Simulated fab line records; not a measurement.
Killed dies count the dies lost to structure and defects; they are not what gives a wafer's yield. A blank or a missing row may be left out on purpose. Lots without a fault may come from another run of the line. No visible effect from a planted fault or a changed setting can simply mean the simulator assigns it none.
Struck lot and sound lot, side by side -- flow sky130 -- 15 out of 708 route steps
Sound: these wafers, L691.2, L691.4, L691.5. Wafers struck: L697.1, L697.4, L697.5. The cause is given at the end.
At each step with rows: each side's tool, then ch and its chambers, then its first start. Under that, the readings that differ: sound wafers -- struck wafers -- difference of the means -- sigmas: that difference in standard deviations of wafers without a fault.
alike: readings whose means differ by less than 2 such deviations, and words and numbers that are the same on both sides. not compared: withheld readings, readings that some wafer has no value for, bounds like >300 that may hide the same value, and numbers for which the record gives no deviation and whose values overlap.
Wherever a step has rows on one side only, a row that says differs or no value, or a row with sigmas, the two part there. Numbers that don't overlap but have no deviation are shown without sigmas and don't part them. Lack of a reading on every wafer of one side parts them only where that side has two or more wafers.

first, 4 steps without rows for these wafers: SKY_LDD_N_SOFTBAKE_03 (time 60 s); SKY_LDD_N_EXPOSE_04 (exposes mask NTM, target cd 840 nm); SKY_LDD_N_PEB_05; SKY_LDD_N_DEVELOP_06 (develop time 60 s).
SKY_LDD_N_OVL_MEAS_07:
  sound on overlay-01 at day 18 06:14; struck on overlay-01 at day 20 15:00
  alike: LDD_N_OVL
then, 7 steps without rows for these wafers: SKY_LDD_N_IMPLANT_08; SKY_LDD_N_IMPLANT_09; SKY_LDD_N_IMPLANT_10; SKY_LDD_N_IMPLANT_11; SKY_LDD_N_IMPLANT_12; SKY_LDD_N_IMPLANT_13; SKY_LDD_N_IMPLANT_14.
SKY_LDD_N_IMPLANT_15:
  sound on implanter-04 ch 0, day 18 07:20; struck on implanter-02 ch 0, day 20 16:05
reading,sound,struck,difference,sigmas
tiltDeg (degrees),29.951 30.008 30.021,0.018 0.001 -0.013,-29.991,-99 or more
SKY_LDD_N_STRIP_16: strips in O2/N2.
  sound on plasmaAsher-03 ch 0,1, day 18 07:28; struck on plasmaAsher-01 ch 0,1, day 20 16:14
  alike: drypumpMotorCurrentA, o2FlowSccm, oesProductAu, stripTimeToEndpointS
  not compared: rfHoursCounterH
-- a jump in the record: the struck wafers' starts before and after are 27 days apart (it breaks off in module LDD_N and resumes in module PAD_OPEN, where the first step shown is number 708 of the route) --
SKY_PAD_OPEN_PROBE_99:
  sound on prober-02 at day 46 03:03; struck on prober-02 at day 47 18:26
reading,sound,struck,difference,sigmas
model.etest.nfet_01v8_turned.vtSatV (V),0.6475 0.6577 0.653,0.618 0.6091 0.6253,-0.035,
  alike: killed_at_M0_to_M3, killed_at_M4_up, killedAtContacts, killedAtFrontEnd, killedAtOther, killedDies, killedOnRim, killedOpen, killedShort

WHERE THEY PART
Only at SKY_LDD_N_IMPLANT_15, as far as this record shows. Later steps at which nothing parts them and some readings are alike: SKY_LDD_N_STRIP_16, SKY_PAD_OPEN_PROBE_99.

WHY: whatever the simulator had introduced
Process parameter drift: implanter-02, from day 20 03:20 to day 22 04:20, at SKY_LDD_N_IMPLANT_15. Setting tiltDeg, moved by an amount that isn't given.
